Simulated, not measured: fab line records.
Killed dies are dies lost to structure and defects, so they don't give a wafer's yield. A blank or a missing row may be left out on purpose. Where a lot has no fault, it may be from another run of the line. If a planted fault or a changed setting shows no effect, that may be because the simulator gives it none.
Matching of chambers / flow sky130 / rieDiel-01 running SKY_FIELD_ISO_ETCH_14: 4 sister chambers
The step etches BARC in N2/H2, stops on SiO2, time 45.9 s, target depth 60 nm. 8 wafers are shown with their chamber, then 8 later ones without.

== WAFERS, EACH WITH ITS CHAMBER ==
wafer=L081.5; chamber=1; drypumpMotorCurrentA (A)=6.00; throttleValvePct (%)=13.209
wafer=L083.2; chamber=3; drypumpMotorCurrentA (A)=5.45; throttleValvePct (%)=13.226
wafer=L085.2; chamber=2; drypumpMotorCurrentA (A)=6.31; throttleValvePct (%)=13.229
wafer=L085.3; chamber=1; drypumpMotorCurrentA (A)=6.00; throttleValvePct (%)=13.216
wafer=L085.4; chamber=2; drypumpMotorCurrentA (A)=6.30; throttleValvePct (%)=13.227
wafer=L089.1; chamber=3; drypumpMotorCurrentA (A)=5.43; throttleValvePct (%)=13.229
wafer=L089.5; chamber=0; drypumpMotorCurrentA (A)=5.60; throttleValvePct (%)=13.211
wafer=L094.2; chamber=0; drypumpMotorCurrentA (A)=5.55; throttleValvePct (%)=13.216

== WAFERS WITHOUT THEIR CHAMBER ==
wafer=L094.5; drypumpMotorCurrentA (A)=6.32; throttleValvePct (%)=13.230
wafer=L094.6; drypumpMotorCurrentA (A)=5.41; throttleValvePct (%)=13.200
wafer=L095.3; drypumpMotorCurrentA (A)=5.46; throttleValvePct (%)=13.220
wafer=L095.4; drypumpMotorCurrentA (A)=5.98; throttleValvePct (%)=13.234
wafer=L095.5; drypumpMotorCurrentA (A)=6.30; throttleValvePct (%)=13.242
wafer=L096.1; drypumpMotorCurrentA (A)=5.98; throttleValvePct (%)=13.233
wafer=L096.4; drypumpMotorCurrentA (A)=5.99; throttleValvePct (%)=13.234
wafer=L096.6; drypumpMotorCurrentA (A)=5.45; throttleValvePct (%)=13.235

== WHICH CHAMBER EACH WENT THROUGH ==
wafer=L094.5; from the rows above=2; in truth=2
wafer=L094.6; from the rows above=can't be placed: 3 or 0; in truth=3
wafer=L095.3; from the rows above=3; in truth=3
wafer=L095.4; from the rows above=1; in truth=1
wafer=L095.5; from the rows above=2; in truth=2
wafer=L096.1; from the rows above=1; in truth=1
wafer=L096.4; from the rows above=1; in truth=1
wafer=L096.6; from the rows above=3; in truth=3
Placed correctly: 7 of 8. Can't be placed from these rows: 1 (the true chamber is among the candidates in 1). Number placed wrongly: 0.
How it was worked out, from the rows above alone: a wafer's distance from a chamber is the root of the sum, over the readings, of the square of ((its reading less the chamber's mean) divided by the reading's scatter). The wafer belongs to the nearest chamber; if the next one is less than 2 further off, it can't be placed. For every chamber, the mean is computed from those of its wafers that are shown. The scatter: the root of (the sum of the squares of (reading less its chamber's mean) over the shown wafers, divided by (wafers less chambers)).
